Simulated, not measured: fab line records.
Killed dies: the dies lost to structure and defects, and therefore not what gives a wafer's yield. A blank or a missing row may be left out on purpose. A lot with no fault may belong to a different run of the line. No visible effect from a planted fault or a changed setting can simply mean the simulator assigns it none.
fab line records ; flow sky130
record: lots: 15; wafers: 45; last_day: 49
route steps=708 shown METAL3@561 VIA3@575
lots that met no fault: taken from a fault-free run of the same line
start_h: start of the lot's first displayed wafer, in hours after the record's first day ; wait_h: how many hours have passed since the lot's step before this one ; " the same as in the row above ; L1.1+2: several wafers, shown together as one row ; - value missing, or start not given ; * or withheld: withheld ; < > ~ a bound
route shown NAME@n: names a module that has steps shown in the file, with the first one's number in the route ; usual: mean and standard deviation over wafers with no fault ; same: alike in all rows ; chamber/n: place in a boat ; sites: each site's reading ; _std_site: how widely they spread, as a standard deviation ; _edge_site: inner sites' mean taken away from outer sites' mean ; radius_mm: how far each site lies from the wafer's centre ; mask NAME#n: copy n ; behind: tool/chamber where the wafer was last shaped ; hold: why the lot went on hold/how many hours it stayed there/how the hold came to an end ; device: whichever transistor did not switch (one of n, p or np) ; end of line: tests of these same wafers at the route's end ; step lacking rows: just its recipe ; killed: dies that structure and defects cost at the first sort, which is not the same as the wafer's yield ; map: a wafer's dies, x killed, . not, _ none there
set.NAME: the setting the step ran with; set.NAME@STEP: the setting that earlier step ran with ; model.NAME: the simulator's own value behind a step, which no gauge read
a sample of lots followed through the steps of the route, with each step as a table and each wafer as a row
services: a tool's chamber out of use, with start hour (start_h, from the record's first day; less than 0 if before it), hours out, and reason
== steps ==
step: SKY_METAL3_PEB_11
recipe: peb_temp_c: withheld; peb_time_s: withheld; resist: KrF-thick
usual: chill_plate_temp_C: *; exhaust_pa: 45.3/0.86
lot.wafer;tool;chamber;start_h;wait_h;chill_plate_temp_C;exhaust_pa
L377.1;litho_track-04;0;897;-;*;45.3
L377.4;litho_track-04;0;897;-;*;45.2
L377.6;litho_track-04;0;897;-;*;44.3
L378.2;litho_track-03;0;905;-;*;44.4
L378.5;litho_track-03;0;905;-;*;45.5
L378.6;litho_track-03;0;905;-;*;44.7
L379.2;litho_track-01;0;908;-;*;45.8
L379.4;litho_track-01;0;908;-;*;45.7
L379.5;litho_track-01;0;908;-;*;46.5
L380.2;litho_track-04;0;920;-;*;44.1
L380.4;litho_track-04;0;920;-;*;44.4
L380.6;litho_track-04;0;920;-;*;44.8
L383.1;litho_track-04;0;950;-;*;46.2
L383.5;litho_track-04;0;950;-;*;45.6
L383.6;litho_track-04;0;950;-;*;46.3
L382.3;litho_track-01;-;955;-;-;-
L382.4;litho_track-01;-;955;-;-;-
L382.5;litho_track-01;-;955;-;-;-
L381.1;litho_track-01;-;955;-;-;-
L381.5;litho_track-01;-;955;-;-;-
L381.6;litho_track-01;-;955;-;-;-
L384.2;litho_track-04;-;961;-;-;-
L384.3;litho_track-04;-;961;-;-;-
L384.5;litho_track-04;-;961;-;-;-
L385.1;litho_track-04;0;967;-;*;44.3
L385.2;litho_track-04;0;967;-;*;45.2
L385.5;litho_track-04;0;967;-;*;45.3
L391.1;litho_track-04;0;997;-;*;45.9
L391.2;litho_track-04;0;997;-;*;46.4
L391.3;litho_track-04;0;997;-;*;44.8
L393.2;litho_track-04;0;1012;-;*;46.4
L393.3;litho_track-04;0;1012;-;*;44.3
L393.5;litho_track-04;0;1012;-;*;46.2
L394.1;litho_track-03;0;1018;-;*;45.6
L394.3;litho_track-03;0;1018;-;*;44.9
L394.5;litho_track-03;0;1018;-;*;46.5
L395.4;litho_track-03;0;1025;-;*;46.2
L395.5;litho_track-03;0;1025;-;*;45.5
L395.6;litho_track-03;0;1025;-;*;44.9
L397.1;litho_track-04;0;1038;-;*;45.1
L397.2;litho_track-04;0;1038;-;*;45.3
L397.6;litho_track-04;0;1038;-;*;46.9
L396.3;litho_track-04;0;1039;-;*;45.0
L396.5;litho_track-04;0;1039;-;*;43.7
L396.6;litho_track-04;0;1039;-;*;43.1
step: SKY_METAL3_DESCUM_15
recipe: chemistry: O2; source_power_w: 150; bias_power_w: 0; pressure_mtorr: 10; temp_c: 40; time_s: 8
usual: drypump_motor_current_A: 5.93/0.26; oes_product_au: 0.997/0.008
lot.wafer;tool;chamber;start_h;wait_h;drypump_motor_current_A;oes_product_au;rf_hours_counter_h
L377.1;rie_metal-04;1;898.00;0.0;6.33;0.993;4
L377.4;rie_metal-04;1;898.00;0.0;6.33;0.993;-
L377.6;rie_metal-04;1;898.00;0.0;6.34;0.989;-
L378.2;rie_metal-03;1;905.73;0.0;5.72;0.995;19
L378.5;rie_metal-03;1;905.73;0.0;5.72;0.999;-
L378.6;rie_metal-03;0;905.73;0.0;5.70;0.999;-
L379.2;rie_metal-03;0;908.59;0.0;5.72;1.002;9
L379.4;rie_metal-03;0;908.59;0.0;5.71;0.994;-
L379.5;rie_metal-03;0;908.59;0.0;5.70;0.997;-
L380.2;rie_metal-04;1;921.25;0.0;6.34;0.999;5
L380.4;rie_metal-04;0;921.25;0.0;5.92;1.006;-
L380.6;rie_metal-04;1;921.25;0.0;6.34;0.998;-
L383.1;rie_metal-04;0;950.90;0.0;5.92;0.998;3
L383.5;rie_metal-04;0;950.90;0.0;5.93;1.003;-
L383.6;rie_metal-04;1;950.90;0.0;6.34;0.986;-
L382.3;rie_metal-04;0;955.46;0.0;5.91;1.014;-
L382.4;rie_metal-04;1;955.46;0.0;6.32;1.002;-
L382.5;rie_metal-04;1;955.46;0.0;6.34;0.993;-
L381.1;rie_metal-04;1;956.14;0.0;6.31;0.994;6
L381.5;rie_metal-04;1;956.14;0.0;6.31;0.995;-
L381.6;rie_metal-04;0;956.14;0.0;5.90;1.003;-
L384.2;rie_metal-04;1;961.80;0.0;6.32;0.992;6
L384.3;rie_metal-04;1;961.80;0.0;6.32;0.992;-
L384.5;rie_metal-04;0;961.80;0.0;5.91;1.005;-
L385.1;rie_metal-03;0;968.35;0.0;5.71;0.982;12
L385.2;rie_metal-03;1;968.35;0.0;5.71;0.995;22
L385.5;rie_metal-03;1;968.35;0.0;5.72;0.990;-
L391.1;rie_metal-04;0;997.76;0.0;5.94;1.003;5
L391.2;rie_metal-04;1;997.76;0.0;6.33;0.985;8
L391.3;rie_metal-04;1;997.76;0.0;6.31;0.985;-
L393.2;rie_metal-04;0;1012.91;0.0;5.91;1.010;6
L393.3;rie_metal-04;1;1012.91;0.0;6.32;1.005;-
L393.5;rie_metal-04;0;1012.91;0.0;5.91;1.009;-
L394.1;rie_metal-04;0;1018.68;0.0;5.95;1.001;6
L394.3;rie_metal-04;0;1018.68;0.0;5.95;1.006;-
L394.5;rie_metal-04;0;1018.68;0.0;5.94;0.997;-
L395.4;rie_metal-03;1;1026.09;0.0;5.70;1.015;-
L395.5;rie_metal-03;0;1026.09;0.0;5.70;0.988;-
L395.6;rie_metal-03;1;1026.09;0.0;5.69;0.999;-
L397.1;rie_metal-03;0;1039.26;0.0;5.69;0.993;16
L397.2;rie_metal-03;1;1039.26;0.0;5.71;1.006;1
L397.6;rie_metal-03;0;1039.26;0.0;5.69;0.985;-
L396.3;rie_metal-03;0;1039.97;0.0;5.69;0.987;-
L396.5;rie_metal-03;0;1039.97;0.0;5.70;0.990;-
L396.6;rie_metal-03;1;1039.97;0.0;5.70;1.002;-
step: SKY_METAL3_ETCH_17
recipe: target: SiO2; stop_on: TiN; chemistry: C4F8/O2/Ar; source_w: 1500; bias_w: 1200; pressure_mtorr: 40; c4f8_flow_sccm: withheld; O2_flow_sccm: 6; Ar_flow_sccm: 300; time_s: 3.9; target_depth_a: 150
usual: oes_product_au: 0.755/0.0076
lot.wafer;tool;chamber;start_h;wait_h;oes_product_au;rf_hours_counter_h
L377.1;rie_diel-02;2;898.13;0.1;0.733;18
L377.4;rie_diel-02;1;898.13;0.1;0.748;13
L377.6;rie_diel-02;3;898.13;0.1;0.750;-
L378.2;rie_diel-02;2;905.86;0.1;0.748;18
L378.5;rie_diel-02;0;905.86;0.1;0.745;-
L378.6;rie_diel-02;3;905.86;0.1;0.754;-
L379.2;rie_diel-03;3;908.72;0.1;0.751;10
L379.4;rie_diel-03;1;908.72;0.1;0.765;6
L379.5;rie_diel-03;1;908.72;0.1;0.749;-
L380.2;rie_diel-03;1;921.38;0.1;0.758;7
L380.4;rie_diel-03;3;921.38;0.1;0.761;11
L380.6;rie_diel-03;0;921.38;0.1;0.764;-
L383.1;rie_diel-04;2;951.03;0.1;0.745;5
L383.5;rie_diel-04;1;951.03;0.1;0.760;-
L383.6;rie_diel-04;2;951.03;0.1;0.740;-
L382.3;rie_diel-04;2;955.62;0.0;0.760;5
L382.4;rie_diel-04;3;955.62;0.0;0.763;10
L382.5;rie_diel-04;3;955.62;0.0;0.767;-
L381.1;rie_diel-02;1;956.32;0.1;0.750;14
L381.5;rie_diel-02;0;956.32;0.1;0.765;-
L381.6;rie_diel-02;3;956.32;0.1;0.762;-
L384.2;rie_diel-04;3;961.98;0.1;0.756;10
L384.3;rie_diel-04;0;961.98;0.1;0.752;12
L384.5;rie_diel-04;3;961.98;0.1;0.757;-
L385.1;rie_diel-03;2;968.49;0.1;0.752;5
L385.2;rie_diel-03;0;968.49;0.1;0.759;18
L385.5;rie_diel-03;1;968.49;0.1;0.750;-
L391.1;rie_diel-04;0;997.89;0.1;0.754;13
L391.2;rie_diel-04;2;997.89;0.1;0.744;6
L391.3;rie_diel-04;3;997.89;0.1;0.748;11
L393.2;rie_diel-02;2;1013.04;0.1;0.755;22
L393.3;rie_diel-02;0;1013.04;0.1;0.753;9
L393.5;rie_diel-02;2;1013.04;0.1;0.754;-
L394.1;rie_diel-03;0;1018.81;0.1;0.761;20
L394.3;rie_diel-03;2;1018.81;0.1;0.754;7
L394.5;rie_diel-03;2;1018.81;0.1;0.769;-
L395.4;rie_diel-02;0;1026.21;0.0;0.770;10
L395.5;rie_diel-02;0;1026.21;0.0;0.767;-
L395.6;rie_diel-02;1;1026.21;0.0;0.770;-
L397.1;rie_diel-04;2;1039.39;0.1;0.754;8
L397.2;rie_diel-04;1;1039.39;0.1;0.755;23
L397.6;rie_diel-04;3;1039.39;0.1;0.767;-
L396.3;rie_diel-03;1;1040.09;0.0;0.751;10
L396.5;rie_diel-03;3;1040.09;0.0;0.753;-
L396.6;rie_diel-03;2;1040.09;0.0;0.754;-
step: SKY_VIA3_CMP_02
recipe: material: SiO2; down_force_psi: 4; platen_rpm: 60; pad_velocity_m_s: 0.94248
usual: motor_current_A: 12.4/1.5
lot.wafer;tool;chamber;start_h;wait_h;motor_current_A
L377.1;cmp-02;2;899.15;0.1;12.8
L377.4;cmp-02;1;899.15;0.1;11.5
L377.6;cmp-02;3;899.15;0.1;9.1
L378.2;cmp-01;0;906.88;0.0;14.4
L378.5;cmp-01;0;906.88;0.0;13.9
L378.6;cmp-01;1;906.88;0.0;13.7
L379.4;cmp-01;3;909.93;0.1;11.6
L379.2;cmp-01;0;909.93;0.1;13.6
L379.5;cmp-01;3;909.93;0.1;10.8
L380.2;cmp-01;1;922.48;0.1;14.4
L380.4;cmp-01;2;922.48;0.1;12.8
L380.6;cmp-01;0;922.48;0.1;14.3
L383.1;cmp-02;3;952.05;0.1;9.3
L383.5;cmp-02;3;952.05;0.1;8.9
L383.6;cmp-02;0;952.05;0.1;12.3
L385.2;cmp-02;2;969.60;0.1;12.6
L385.1;cmp-02;3;969.60;0.1;9.1
L385.5;cmp-02;1;969.60;0.1;11.3
L391.1;cmp-01;0;998.93;0.1;14.1
L391.3;cmp-01;2;998.93;0.1;12.6
L391.2;cmp-01;3;998.93;0.1;11.8
L393.2;cmp-02;2;1014.34;0.1;13.1
L393.3;cmp-02;3;1014.34;0.1;9.4
L393.5;cmp-02;0;1014.34;0.1;12.7
L394.3;cmp-01;1;1019.92;0.1;13.9
L394.1;cmp-01;3;1019.92;0.1;11.3
L394.5;cmp-01;0;1019.92;0.1;13.9
L395.4;cmp-01;2;1027.38;0.2;12.7
L395.6;cmp-01;3;1027.38;0.2;11.1
L395.5;cmp-01;0;1027.38;0.2;14.5
L397.2;cmp-01;3;1040.46;0.1;11.4
L397.1;cmp-01;2;1040.46;0.1;13.2
L397.6;cmp-01;0;1040.46;0.1;14.3
L396.3;cmp-01;0;1041.66;0.6;14.0
L396.5;cmp-01;0;1041.66;0.6;14.4
L396.6;cmp-01;1;1041.66;0.6;14.2
== services ==
tool;chamber;start_h;hours;kind
cmp-01;-;884.17;4.1;pm
rie_diel-04;2;885.43;29.3;repair
cmp-01;-;889.37;1.1;repair
rie_diel-04;-;889.46;0.2;repair
cmp-02;-;896.35;2.2;repair
rie_metal-03;-;909.53;0.4;repair
cmp-02;-;912.54;0.9;repair
cmp-01;-;916.76;4.0;pm
cmp-01;-;920.76;-;consumable_replace:conditioner
cmp-01;-;920.76;-;consumable_replace:pad
rie_diel-02;-;951.05;2.8;pm
rie_diel-02;1;959.72;6.5;repair
rie_diel-02;3;967.04;4.9;repair
rie_diel-04;-;973.22;15.6;pm
cmp-01;-;992.65;0.4;repair
rie_metal-03;1;1001.64;-;clean
rie_metal-03;1;1001.64;18.4;scheduled_down
rie_metal-03;1;1001.64;18.4;vent_cycle
rie_diel-02;1;1012.89;4.4;repair
rie_diel-04;-;1017.06;0.3;repair
rie_diel-03;-;1028.44;2.8;pm
cmp-02;-;1035.16;9.2;pm
== key ==
first_sign: step: SKY_METAL3_PEB_11; reading: tool_record; direction: missing
effect none on later readings
met_at SKY_METAL3_PEB_11
struck_lots L381,L382,L384
later_rows_left_out L381.1,L381.5,L381.6,L382.3,L382.4,L382.5,L384.2,L384.3,L384.5
sort_left_out L381.1,L381.5,L381.6,L382.3,L382.4,L382.5,L384.2,L384.3,L384.5
not_acting_at SKY_METAL3_DESCUM_15,SKY_METAL3_ETCH_17,SKY_VIA3_CMP_02
onset_between 950 955
fault: kind: skipped_step_whole; tool: litho_track-01,litho_track-04; chamber: -; onset_h: 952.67; steps: SKY_METAL3_PEB_11; scope: struck_lots_only
sort_left_out: the simulated sort isn't trusted on such a fault, so these wafers' sort isn't shown, and their yield isn't known
later_rows_left_out: the simulator's readings of these wafers behind a module that went badly wrong aren't trusted and aren't shown, but for the sort
